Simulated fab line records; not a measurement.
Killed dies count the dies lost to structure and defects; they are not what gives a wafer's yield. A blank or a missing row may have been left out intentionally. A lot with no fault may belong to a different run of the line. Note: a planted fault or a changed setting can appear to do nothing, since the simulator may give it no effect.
fab line records | flow sky130
record lots=7 | wafers=21 | last_day=49
route steps=708 shown FIELD_ISO@23 NWELL@32 DNWELL@35 PAD_OPEN@708
lots untouched by any fault: they come from a run of this same line in which no faults occurred
start_h: hours from the record's opening day to when the first of the lot's shown wafers began | wait_h: time in hours since the lot's previous step | " repeats the value in the row above | L1.1+2: one row covering several wafers at once | - no value, or no start given | * or withheld: withheld | < > ~ a bound
route shown NAME@n: NAME is a module with steps in the file, n the number in the route of the first one | usual: the fault-free wafers' mean and standard deviation | same: alike in all rows | chamber/n: place in a boat | sites: readings site by site | _std_site: the values' standard deviation | _edge_site: the outer-site mean with the inner-site mean subtracted | radius_mm: how far each site lies from the wafer's centre | mask NAME#n: copy n | behind: tool/chamber where the wafer was last shaped | hold: what put the lot on hold/how long, in hours/how the hold closed | device: the transistor (n, p or np) that didn't switch | end of line: the same wafers' tests at the end of the route | for a step that has no rows: nothing shown but its recipe | killed: dies that structure and defects cost at the first sort, which is not the same as the wafer's yield | map: the dies of a wafer, with x for killed, . for not killed, _ for no die there
set.NAME: the setting as run; set.NAME@STEP: as run at that earlier step | model.NAME: the simulator's own value behind a step, which no gauge read
a table for each step, a row for each wafer; lots at some steps of the route
services: the hour from which a tool's chamber was out of use, counted from the record's first day as start_h (under 0 if before that day), plus the number of hours and why
## steps
# step SKY_FIELD_ISO_OXIDATION_22
# recipe temp_c=950 | ambient=O2 | stabilise_s=600 | purge_s=300 | target_thk_a=100 | ox_time_s=623
# step SKY_FIELD_ISO_THK_MEAS_23
# recipe reads=SiO2_of_FIELD_ISO_OXIDATION_22
# usual FIELD_ISO_OXIDATION_01_THK=10.02/0.24
lot.wafer | tool          | chamber | start_h | wait_h | FIELD_ISO_OXIDATION_01_THK[nm]
L419.1    | film_metro-03 | -       | 34.77   | 0.0    | 10.01
L419.2    | "             | -       | "       | "      | 10.03
L419.4    | "             | -       | "       | "      | 10.22
L421.1    | film_metro-02 | -       | 45.32   | 0.0    | 10.08
L421.3    | "             | -       | "       | "      | 10.08
L421.5    | "             | -       | "       | "      | 10.31
L426.1    | film_metro-04 | -       | 73.91   | 0.0    | 10.44
L426.3    | "             | -       | "       | "      | 10.36
L426.5    | "             | -       | "       | "      | 10.36
L427.2    | film_metro-04 | -       | 75.85   | 0.0    | 10.08
L427.5    | "             | -       | "       | "      | 10.10
L427.6    | "             | -       | "       | "      | 10.17
L428.1    | film_metro-03 | -       | 85.08   | 0.0    | 9.78
L428.4    | "             | -       | "       | "      | 9.87
L428.5    | "             | -       | "       | "      | 9.60
L432.2    | film_metro-02 | -       | 106.86  | 0.0    | 10.07
L432.4    | "             | -       | "       | "      | 9.94
L432.5    | "             | -       | "       | "      | 9.93
L437.1    | film_metro-03 | -       | 131.85  | 0.0    | 10.05
L437.2    | "             | -       | "       | "      | 10.14
L437.4    | "             | -       | "       | "      | 9.98
# step SKY_FIELD_ISO_CVD_24
# recipe material=SiO2 | target_thk_nm=595 | temp_c=650 | sigma_open_frac=0.3 | time_s=99.2 | sih4_flow_sccm=60 | pressure_mtorr=6
# step SKY_FIELD_ISO_THK_MEAS_25
# recipe reads=SiO2_of_FIELD_ISO_CVD_24
# usual FIELD_ISO_CVD_24_THK=597/6
lot.wafer | tool          | chamber | start_h | wait_h | FIELD_ISO_CVD_24_THK[nm]
L419.1    | film_metro-04 | -       | 34.91   | 0.0    | 595
L419.2    | "             | -       | "       | "      | 596
L419.4    | "             | -       | "       | "      | 586
L421.1    | film_metro-03 | -       | 45.46   | 0.0    | 605
L421.3    | "             | -       | "       | "      | 601
L421.5    | "             | -       | "       | "      | 605
L426.1    | film_metro-03 | -       | 74.04   | 0.0    | 592
L426.3    | "             | -       | "       | "      | 597
L426.5    | "             | -       | "       | "      | 598
L427.2    | film_metro-02 | -       | 75.98   | 0.0    | 584
L427.5    | "             | -       | "       | "      | 605
L427.6    | "             | -       | "       | "      | 594
L428.1    | film_metro-04 | -       | 85.26   | 0.1    | 588
L428.4    | "             | -       | "       | "      | 595
L428.5    | "             | -       | "       | "      | 592
L432.2    | film_metro-04 | -       | 106.99  | 0.0    | 594
L432.4    | "             | -       | "       | "      | 595
L432.5    | "             | -       | "       | "      | 593
L437.1    | film_metro-04 | -       | 131.98  | 0.0    | 586
L437.2    | "             | -       | "       | "      | 587
L437.4    | "             | -       | "       | "      | 588
# step SKY_FIELD_ISO_ANNEAL_26
# recipe temp_c=1000 | time_s=1800 | ambient=N2
# step SKY_FIELD_ISO_CMP_27
# recipe stop_on=Si3N4 | t_overpolish_s=16 | down_force_psi=4 | platen_rpm=60 | target_thk_nm=457.8 | pad_velocity_m_s=0.94248
# usual motor_current_A=12.3/0.91 | overpolish_run_s=16.001/0.0095 | platen_rpm=59.99/0.04 | time_to_endpoint_s=114/4.4
lot.wafer | tool   | chamber | start_h | wait_h | motor_current_A | overpolish_run_s | platen_rpm | time_to_endpoint_s
L419.2    | cmp-01 | 3       | 36.47   | 0.0    | 10.7            | 16.007           | 59.96      | 112
L419.4    | "      | 1       | "       | "      | 13.0            | 16.000           | 60.02      | 111
L419.1    | "      | 2       | "       | "      | 12.8            | 16.003           | 60.06      | 113
L421.1    | cmp-02 | 1       | 48.13   | 0.0    | 12.3            | 15.992           | 60.05      | 116
L421.3    | "      | 0       | "       | "      | 13.0            | 16.019           | 59.91      | 105
L421.5    | "      | 1       | "       | "      | 12.4            | 16.012           | 59.99      | 111
L426.1    | cmp-01 | 2       | 75.60   | 0.0    | 12.7            | 15.991           | 60.04      | 108
L426.3    | "      | 0       | "       | "      | 11.6            | 16.022           | 59.95      | 115
L426.5    | "      | 2       | "       | "      | 12.9            | 15.997           | 59.96      | 108
L427.2    | cmp-01 | 0       | 78.61   | 0.0    | 11.5            | 15.998           | 59.95      | 113
L427.5    | "      | 0       | "       | "      | 10.7            | 15.994           | 59.96      | 115
L427.6    | "      | 1       | "       | "      | 12.7            | 15.982           | 59.98      | 114
L428.4    | cmp-02 | 1       | 86.82   | 0.0    | 12.6            | 15.997           | 60.01      | 117
L428.1    | "      | 2       | "       | "      | 12.7            | 16.016           | 60.01      | 120
L428.5    | "      | 1       | "       | "      | 12.4            | 16.022           | 60.03      | 120
L432.2    | cmp-01 | 2       | 111.02  | 0.1    | 13.0            | 16.003           | 60.00      | 112
L432.4    | "      | 0       | "       | "      | 11.0            | 15.987           | 59.94      | 117
L432.5    | "      | 1       | "       | "      | 13.7            | 15.989           | 59.94      | 114
L437.4    | cmp-02 | 2       | 134.66  | 0.0    | 12.4            | 15.989           | 60.03      | 114
L437.2    | "      | 0       | "       | "      | 13.0            | 15.992           | 60.00      | 107
L437.1    | "      | 1       | "       | "      | 12.4            | 16.001           | 59.99      | 111
# step SKY_FIELD_ISO_WET_ETCH_28
# recipe chemistry=dHF | target_depth_nm=23.7 | target=SiO2 | dilution=10:1 | temp_c=25 | time_s=47
# step SKY_FIELD_ISO_WET_ETCH_29
# recipe chemistry=H3PO4 | target_depth_nm=160 | target=Si3N4 | temp_c=160 | time_s=1825
# step SKY_FIELD_ISO_WET_ETCH_30
# recipe chemistry=dHF | target_depth_nm=25 | target=SiO2 | dilution=10:1 | temp_c=25 | time_s=50
# step SKY_NWELL_CLEAN_00
# recipe chemistry=SC1/SC2 | mix=1:4:20 | temp_c=70 | time_s=150 | dry=n2_spin
# step SKY_NWELL_OXIDATION_01
# recipe temp_c=900 | ambient=O2 | stabilise_s=600 | purge_s=300 | target_thk_a=100 | ox_time_s=1418
# step SKY_NWELL_THK_MEAS_02
# recipe reads=SiO2_of_NWELL_OXIDATION_01
# usual NWELL_OXIDATION_THK=10.11/0.21
lot.wafer | tool          | chamber | start_h | wait_h | NWELL_OXIDATION_THK[nm]
L419.1    | film_metro-02 | -       | 38.77   | 0.0    | 10.23
L419.2    | "             | -       | "       | "      | 10.28
L419.4    | "             | -       | "       | "      | 10.08
L421.1    | film_metro-02 | -       | 51.26   | 0.0    | 10.00
L421.3    | "             | -       | "       | "      | 9.98
L421.5    | "             | -       | "       | "      | 9.87
L426.1    | film_metro-03 | -       | 78.63   | 0.0    | 10.12
L426.3    | "             | -       | "       | "      | 10.16
L426.5    | "             | -       | "       | "      | 9.98
L427.2    | film_metro-02 | -       | 80.98   | 0.0    | 10.13
L427.5    | "             | -       | "       | "      | 10.05
L427.6    | "             | -       | "       | "      | 10.06
L428.1    | film_metro-01 | -       | 89.37   | 0.0    | 10.35
L428.4    | "             | -       | "       | "      | 10.31
L428.5    | "             | -       | "       | "      | 10.32
L432.2    | film_metro-03 | -       | 115.47  | 0.0    | 10.67
L432.4    | "             | -       | "       | "      | 10.35
L432.5    | "             | -       | "       | "      | 10.54
L437.1    | film_metro-03 | -       | 137.02  | 0.0    | 9.75
L437.2    | "             | -       | "       | "      | 9.87
L437.4    | "             | -       | "       | "      | 9.76
# step SKY_DNWELL_DEHYDRATE_00
# recipe temp_c=200 | time_s=60
# usual heater_power_total_W=160.38/0.13 | plate_temp_C=199.99/0.16
lot.wafer | tool           | chamber | start_h | wait_h | heater_power_total_W | plate_temp_C
L419.1    | litho_track-04 | 0       | 46.24   | 7.5    | 160.30               | 199.95
L419.2    | "              | 0       | "       | "      | 160.32               | 199.90
L419.4    | "              | 0       | "       | "      | 160.23               | 200.16
L421.1    | litho_track-03 | 0       | 58.12   | 6.8    | 160.39               | 200.03
L421.3    | "              | 0       | "       | "      | 160.64               | 199.77
L421.5    | "              | 0       | "       | "      | 160.26               | 200.03
L426.1    | litho_track-03 | 0       | 86.87   | 8.2    | 168.16               | -
L426.3    | "              | 0       | "       | "      | 168.42               | -
L426.5    | "              | 0       | "       | "      | 168.17               | -
L427.2    | litho_track-03 | 0       | 88.54   | 7.6    | 168.31               | -
L427.5    | "              | 0       | "       | "      | 168.21               | -
L427.6    | "              | 0       | "       | "      | 168.43               | -
L428.1    | litho_track-03 | 0       | 97.87   | 8.5    | 168.55               | -
L428.4    | "              | 0       | "       | "      | 168.22               | -
L428.5    | "              | 0       | "       | "      | 168.50               | -
L432.2    | litho_track-02 | 0       | 124.67  | 9.2    | 160.21               | 199.85
L432.4    | "              | 0       | "       | "      | 160.37               | 199.83
L432.5    | "              | 0       | "       | "      | 160.24               | 199.94
L437.1    | litho_track-02 | 0       | 146.04  | 9.0    | 160.39               | 200.29
L437.2    | "              | 0       | "       | "      | 160.37               | 200.31
L437.4    | "              | 0       | "       | "      | 160.39               | 200.41
# step SKY_DNWELL_HMDS_01
# recipe prime_time_s=60 | prime_temp_c=120
# step SKY_PAD_OPEN_PROBE_99
# usual killed_at_M0_to_M3=43/6.8 | killed_at_M4_up=2.9/1.7 | killed_at_contacts=24/5.4 | killed_at_front_end=15/4.8 | killed_at_other=0.3/0.57 | killed_dies=85/9.4 | killed_open=47/7.5 | killed_short=38/5.7
# same gross_dies=492 | killed_at_back_side=0
lot.wafer | tool      | chamber | start_h | wait_h | killed_at_M0_to_M3 | killed_at_M4_up | killed_at_contacts | killed_at_front_end | killed_at_other | killed_dies | killed_open | killed_short
L419.1    | prober-01 | -       | 1065.29 | 0.1    | 52                 | 3               | 22                 | 14                  | 0               | 91          | 45          | 46
L419.2    | prober-01 | -       | 1065.34 | 0.1    | 43                 | 4               | 33                 | 7                   | 0               | 87          | 54          | 33
L419.4    | prober-01 | -       | 1065.44 | 0.2    | 50                 | 0               | 32                 | 11                  | 1               | 94          | 54          | 40
L421.1    | prober-02 | -       | 1084.69 | 0.1    | 33                 | 2               | 20                 | 16                  | 0               | 71          | 41          | 30
L421.3    | prober-02 | -       | 1084.79 | 0.2    | 36                 | 2               | 21                 | 34                  | 0               | 93          | 43          | 50
L421.5    | prober-02 | -       | 1084.89 | 0.2    | 31                 | 1               | 27                 | 22                  | 1               | 82          | 50          | 32
L426.1    | prober-01 | -       | 1120.67 | 0.1    | 36                 | 4               | 20                 | 18                  | 1               | 79          | 44          | 35
L426.3    | prober-01 | -       | 1120.77 | 0.2    | 62                 | 3               | 19                 | 10                  | 0               | 94          | 54          | 40
L426.5    | prober-01 | -       | 1120.87 | 0.2    | 41                 | 0               | 21                 | 15                  | 0               | 77          | 41          | 36
L427.2    | prober-02 | -       | 1126.20 | 0.1    | 48                 | 1               | 22                 | 16                  | 1               | 88          | 43          | 45
L427.5    | prober-02 | -       | 1126.35 | 0.2    | 53                 | 2               | 19                 | 19                  | 0               | 93          | 52          | 41
L427.6    | prober-02 | -       | 1126.40 | 0.2    | 40                 | 4               | 20                 | 18                  | 0               | 82          | 45          | 37
L428.1    | prober-01 | -       | 1129.12 | 0.1    | 36                 | 3               | 28                 | 9                   | 2               | 78          | 40          | 38
L428.4    | prober-01 | -       | 1129.27 | 0.2    | 53                 | 5               | 27                 | 15                  | 0               | 100         | 58          | 42
L428.5    | prober-01 | -       | 1129.32 | 0.2    | 42                 | 3               | 26                 | 21                  | 0               | 92          | 44          | 48
L432.2    | prober-01 | -       | 1154.77 | 0.1    | 52                 | 6               | 21                 | 14                  | 0               | 93          | 43          | 50
L432.4    | prober-01 | -       | 1154.87 | 0.2    | 46                 | 5               | 24                 | 19                  | 0               | 94          | 58          | 36
L432.5    | prober-01 | -       | 1154.92 | 0.2    | 42                 | 2               | 21                 | 16                  | 2               | 83          | 51          | 32
L437.1    | prober-02 | -       | 1173.22 | 0.1    | 47                 | 2               | 15                 | 11                  | 0               | 75          | 41          | 34
L437.2    | prober-02 | -       | 1173.27 | 0.1    | 49                 | 6               | 29                 | 12                  | 0               | 96          | 53          | 43
L437.4    | prober-02 | -       | 1173.37 | 0.2    | 44                 | 1               | 21                 | 8                   | 0               | 74          | 37          | 37
# killed by level:class
L419.1 VIA1:geometric_particle:open=11 VIA3:geometric_particle:short=9 CONTACT:geometric_particle:open=7 POLY_GATE:geometric_particle:open=7 VIA1:geometric_particle:short=6 VIA2:geometric_particle:open=6 LI_CONTACT:geometric_particle:open=5 METAL2:geometric_particle:short=5
L419.2 CONTACT:geometric_particle:open=18 VIA1:geometric_particle:open=12 LI_CONTACT:geometric_particle:open=7 METAL1:geometric_particle:short=5 METAL3:geometric_particle:short=5 LI_CONTACT:geometric_particle:short=4 VIA1:geometric_particle:short=4 VIA2:geometric_particle:open=4
L419.4 CONTACT:geometric_particle:open=10 VIA2:geometric_particle:open=10 VIA1:geometric_particle:open=9 VIA3:geometric_particle:short=7 LI_CONTACT:geometric_particle:open=7 LOCAL_INTERCONNECT:geometric_particle:short=6 VIA3:geometric_particle:open=6 LI_CONTACT:geometric_particle:short=5
L421.1 VIA3:geometric_particle:open=8 VIA1:geometric_particle:open=7 LI_CONTACT:geometric_particle:open=7 CONTACT:geometric_particle:short=6 CONTACT:geometric_particle:open=6 FIELD_ISO:geometric_particle:short=5 POLY_GATE:geometric_particle:short=4 METAL1:geometric_particle:short=4
L421.3 POLY_GATE:geometric_particle:short=8 LOCAL_INTERCONNECT:geometric_particle:short=8 VIA1:geometric_particle:open=8 VIA3:geometric_particle:open=7 FIELD_ISO:geometric_particle:short=6 FIELD_ISO:geometric_particle:open=6 POLY_GATE:geometric_particle:open=6 LI_CONTACT:geometric_particle:open=5
L421.5 CONTACT:geometric_particle:open=10 POLY_GATE:geometric_particle:open=8 VIA2:geometric_particle:open=8 VIA1:geometric_particle:open=6 LI_CONTACT:geometric_particle:open=5 LOCAL_INTERCONNECT:geometric_particle:short=5 METAL2:geometric_particle:short=5 FIELD_ISO:geometric_particle:open=4
L426.1 CONTACT:geometric_particle:open=8 VIA1:geometric_particle:open=7 VIA2:geometric_particle:open=7 LOCAL_INTERCONNECT:geometric_particle:short=6 FIELD_ISO:geometric_particle:short=5 VIA1:geometric_particle:short=5 POLY_GATE:geometric_particle:short=4 POLY_GATE:geometric_particle:open=4
L426.3 VIA2:geometric_particle:open=14 VIA3:geometric_particle:open=10 VIA1:geometric_particle:open=9 METAL2:geometric_particle:short=7 LI_CONTACT:geometric_particle:open=6 CONTACT:geometric_particle:short=5 CONTACT:geometric_particle:open=5 VIA2:geometric_particle:short=5
L426.5 VIA1:geometric_particle:open=7 VIA3:geometric_particle:open=6 METAL2:geometric_particle:short=6 POLY_GATE:geometric_particle:open=5 LI_CONTACT:geometric_particle:short=5 CONTACT:geometric_particle:open=5 VIA2:geometric_particle:open=5 LI_CONTACT:geometric_particle:open=4
L427.2 VIA3:geometric_particle:open=9 VIA3:geometric_particle:short=9 CONTACT:geometric_particle:open=8 METAL2:geometric_particle:short=8 LI_CONTACT:geometric_particle:open=5 VIA1:geometric_particle:open=5 FIELD_ISO:geometric_particle:short=4 POLY_GATE:geometric_particle:open=4
L427.5 VIA1:geometric_particle:open=13 CONTACT:geometric_particle:open=9 METAL2:geometric_particle:short=9 VIA2:geometric_particle:open=8 VIA3:geometric_particle:open=7 LOCAL_INTERCONNECT:geometric_particle:short=5 POLY_GATE:geometric_particle:short=4 VIA2:geometric_particle:short=4
L427.6 VIA1:geometric_particle:open=9 VIA3:geometric_particle:open=8 VIA2:geometric_particle:open=7 CONTACT:geometric_particle:open=7 CONTACT:geometric_particle:short=6 FIELD_ISO:geometric_particle:open=5 VIA2:geometric_particle:short=5 POLY_GATE:geometric_particle:short=4
L428.1 CONTACT:geometric_particle:open=12 METAL2:geometric_particle:short=9 VIA1:geometric_particle:open=7 LI_CONTACT:geometric_particle:open=6 CONTACT:geometric_particle:short=5 FIELD_ISO:geometric_particle:open=4 VIA2:geometric_particle:open=4 VIA3:geometric_particle:short=4
L428.4 VIA1:geometric_particle:open=10 LI_CONTACT:geometric_particle:open=9 VIA3:geometric_particle:open=7 CONTACT:geometric_particle:short=7 METAL2:geometric_particle:short=6 VIA2:geometric_particle:open=6 CONTACT:geometric_particle:open=5 POLY_GATE:geometric_particle:open=4
L428.5 CONTACT:geometric_particle:open=8 CONTACT:geometric_particle:short=8 VIA1:geometric_particle:open=7 METAL2:geometric_particle:short=6 VIA3:geometric_particle:open=6 FIELD_ISO:geometric_particle:short=5 POLY_GATE:geometric_particle:open=5 METAL1:geometric_particle:short=5
L432.2 CONTACT:geometric_particle:open=9 VIA2:geometric_particle:open=9 METAL1:geometric_particle:short=8 VIA1:geometric_particle:short=6 VIA1:geometric_particle:open=6 VIA3:geometric_particle:open=6 FIELD_ISO:geometric_particle:open=5 METAL2:geometric_particle:short=5
L432.4 VIA2:geometric_particle:open=13 CONTACT:geometric_particle:open=10 FIELD_ISO:geometric_particle:open=7 LI_CONTACT:geometric_particle:open=7 METAL1:geometric_particle:short=7 VIA3:geometric_particle:open=7 VIA1:geometric_particle:open=6 VIA1:geometric_particle:short=5
L432.5 VIA1:geometric_particle:open=11 LI_CONTACT:geometric_particle:open=9 VIA2:geometric_particle:open=9 METAL1:geometric_particle:short=7 CONTACT:geometric_particle:open=6 VIA3:geometric_particle:open=6 FIELD_ISO:geometric_particle:short=5 FIELD_ISO:geometric_particle:open=3
L437.1 VIA1:geometric_particle:open=17 METAL1:geometric_particle:short=7 LI_CONTACT:geometric_particle:open=6 METAL2:geometric_particle:short=6 VIA2:geometric_particle:open=6 POLY_GATE:geometric_particle:short=5 VIA1:geometric_particle:short=5 CONTACT:geometric_particle:open=4
L437.2 VIA1:geometric_particle:open=13 CONTACT:geometric_particle:open=10 METAL1:geometric_particle:short=10 VIA3:geometric_particle:open=8 VIA2:geometric_particle:open=7 CONTACT:geometric_particle:short=6 LI_CONTACT:geometric_particle:open=5 METAL4:geometric_particle:short=5
L437.4 VIA1:geometric_particle:open=11 CONTACT:geometric_particle:open=7 LI_CONTACT:geometric_particle:open=6 METAL2:geometric_particle:short=6 VIA2:geometric_particle:open=6 VIA2:geometric_particle:short=5 POLY_GATE:geometric_particle:short=4 VIA3:geometric_particle:open=4
## services
tool   | chamber | start_h | hours | kind
cmp-02 | -       | 36.49   | 1.2   | repair
cmp-01 | -       | 64.00   | 4.0   | pm
cmp-01 | -       | 66.41   | 1.0   | repair
cmp-01 | -       | 68.00   | -     | consumable_replace:conditioner
cmp-01 | -       | 68.00   | -     | consumable_replace:pad
cmp-01 | -       | 68.00   | 6.5   | pm
cmp-02 | -       | 72.74   | 3.2   | repair
cmp-02 | -       | 116.37  | 2.0   | repair
cmp-01 | -       | 130.69  | 2.3   | repair
## key
first_sign step=SKY_DNWELL_DEHYDRATE_00 | reading=heater_power_total_W | direction=up | sigmas=62 | usual=* | struck=*
effect none on later readings
met_at SKY_DNWELL_DEHYDRATE_00
struck_wafers L426.1,L426.3,L426.5,L427.2,L427.5,L427.6,L428.1,L428.4,L428.5
tester_left_out L426,L427,L428
onset_between 58.12 86.87
fault kind=process_parameter_drift | tool=litho_track-03 | chamber=- | onset_h=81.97 | steps=SKY_DNWELL_DEHYDRATE_00 | channel=time_s | offset=* | shape=step | end_h=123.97 | acts_in=* | stated=*
# tester_left_out: of these lots the tester's yield and bins aren't shown, on N5 and GAA mostly nor the transistor test; their killed dies are dies lost to structure and defects alone, not to doping, threshold or leakage, so they don't give the yield
